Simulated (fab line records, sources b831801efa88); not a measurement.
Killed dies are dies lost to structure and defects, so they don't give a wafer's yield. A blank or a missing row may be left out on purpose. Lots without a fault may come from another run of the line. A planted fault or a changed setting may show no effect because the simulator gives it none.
Chamber matching | flow sky130 | SKY_VIA1_ETCH_15 on rie_diel-03: 4 sister chambers
The step etches SiO2 in C4F8/O2/Ar, stops on TiN, target depth 351 nm, time 54 s. 4 wafers are shown with their chamber, then 9 later ones without.

WAFERS WITH THEIR CHAMBER
wafer  | chamber | oes_product_au (a.u.)
L089.2 | 3       | 0.983
L090.2 | 1       | 0.985
L090.4 | 2       | 0.973
L090.5 | 0       | 0.990

WAFERS WITHOUT THEIR CHAMBER
wafer  | oes_product_au (a.u.)
L092.3 | 0.986
L092.4 | 0.984
L092.5 | 0.990
L094.1 | 0.979
L094.2 | 0.984
L094.3 | 0.988
L096.3 | 0.977
L096.5 | 0.989
L096.6 | 0.978

WHICH CHAMBER EACH WENT THROUGH
wafer  | from the rows above          | in truth
L092.3 | can't be placed: 1 or 3 or 0 | 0
L092.4 | can't be placed: 1 or 3 or 0 | 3
L092.5 | can't be placed: 0 or 1      | 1
L094.1 | can't be placed: 3 or 1 or 2 | 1
L094.2 | can't be placed: 1 or 3 or 0 | 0
L094.3 | can't be placed: 0 or 1 or 3 | 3
L096.3 | can't be placed: 2 or 3 or 1 | 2
L096.5 | can't be placed: 0 or 1 or 3 | 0
L096.6 | can't be placed: 2 or 3 or 1 | 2
Placed correctly: 0 of 9. Can't be placed from these rows: 9 (the true chamber is among the candidates in 9). Placed wrongly: 0.
How it was worked out, from the rows above alone: a wafer's distance from a chamber is the root of the sum, over the readings, of the square of ((its reading less the chamber's mean) divided by the reading's scatter). The wafer belongs to the nearest chamber; if the next one is less than 2 further off, it can't be placed. A chamber's mean is the mean of its shown wafers. The scatter: with one shown wafer a chamber, the root of the mean of the squares of how far each hidden wafer lies from its nearest shown one.
